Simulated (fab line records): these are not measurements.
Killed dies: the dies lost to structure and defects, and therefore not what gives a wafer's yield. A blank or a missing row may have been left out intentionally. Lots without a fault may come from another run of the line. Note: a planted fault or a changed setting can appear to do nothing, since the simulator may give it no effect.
Problem report in the 8D (eight disciplines) form, filled by code | flow sfq_line | the parts of the form that need people (team, actions taken, sign-off) are left out

## 1. THE PROBLEM
Mean M4_NB_RS at SFQ_M4_RS_MEAS_924: 1.782 ohm/sq over 4 wafers in 2 lots; fault-free wafers: 0.890 ohm/sq, standard deviation 0.0081. That is +99 or more standard deviations from the usual mean.
The step: measures by four-point-probe.
The first sign was on wafer L867.1 at day 39 09:02, on film_metro-03. Wafers with a number at this step in the record: 42, from 14 lots. By rule, "out" or "out of limits" means more than 4 standard deviations away from the usual mean. Any other wafer with a number is counted as sound.

## 2. WHAT IT IS, AND WHAT IT ISN'T
question                    | is                             | is not
which readings at this step | M4_NB_RS                       | -
which lots                  | L867, L869                     | L853, L854, L856, L857, L858, L859, L861, L864, L870, L871, L873, L874
which wafers of those lots  | L867.1, L867.2, L869.2, L869.5 | L867.3, L869.6
read on which gauges        | film_metro-03                  | film_metro-01, film_metro-04
when                        | from day 39 09:02              | up to then (25 sound wafers); but 13 sound wafers of L869, L870, L871, L873, L874 came after

## 3. WHAT RULES OUT EACH SUSPECT
Counting: a tool at a process step up to the reading stays a suspect if it ran every lot that is out. Sound lots after the first of them don't rule it out here, since some wafers of a struck lot are sound.
- the gauge at SFQ_M4_RS_MEAS_924: ruled out. All the wafers that are out were read on film_metro-03, but those of them that SFQ_TRILAYER_M4_ETCH_METAL_ETCH_096 has rows for are out there too, on other tools.
- pvd_sputter-05 at SFQ_TRILAYER_M4_DEP_SPUTTER_091 (material Nb, target thk 200 nm, time 133.3 s): kept. It ran every lot that is out, first L867 (day 39 08:56); its last sound lot up to then is L861 (day 38 17:53).
After counting, what remains is pvd_sputter-05 at SFQ_TRILAYER_M4_DEP_SPUTTER_091.

## 4. THE CAUSE (what the simulator had put in)
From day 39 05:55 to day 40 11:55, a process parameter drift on pvd_sputter-05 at SFQ_TRILAYER_M4_DEP_SPUTTER_091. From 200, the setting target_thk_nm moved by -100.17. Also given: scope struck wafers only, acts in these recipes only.
Only this tool survived the counting.

## 5. THE CHAIN OF EFFECTS, in route order
Each row: a reading where the mean over the struck wafers with a number is more than 3 standard deviations away from the usual. Only readings whose record carries a usual standard deviation are examined. hours: median over the lots of the time between each lot's start at the first step of this table that gives one and its start at this step. sigmas: the change, counted in usual standard deviations.
hours | step                                | reading        | usual        | on struck wafers | change | sigmas
0     | SFQ_M4_RS_MEAS_924                  | M4_NB_RS       | 0.890 ohm/sq | 1.782            | +0.892 | +99 or more
155   | SFQ_TRILAYER_M4_ETCH_METAL_ETCH_096 | oes_product_au | 0.894 a.u.   | 0.638            | -0.256 | -39
Here are the process steps it includes:
- SFQ_TRILAYER_M4_ETCH_METAL_ETCH_096: etches Nb in Cl2/Ar, stops on SiO2, target depth 240 nm, time 120 s.

## 6. WHAT WOULD HAVE CAUGHT IT SOONER
3 hours passed between the start of the fault at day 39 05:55 and the first reading out of limits at a measuring or inspecting step in this record, taken at day 39 09:02.
No tool reading at SFQ_TRILAYER_M4_DEP_SPUTTER_091 that has a usual standard deviation in the record was out on any struck wafer, so an alarm limit of 4 standard deviations on those readings would not have fired.
L869, from the lots that are out (2), started SFQ_TRILAYER_M4_DEP_SPUTTER_091 on pvd_sputter-05 later than day 39 09:02. A tool hold placed at that time would have kept it from harm.
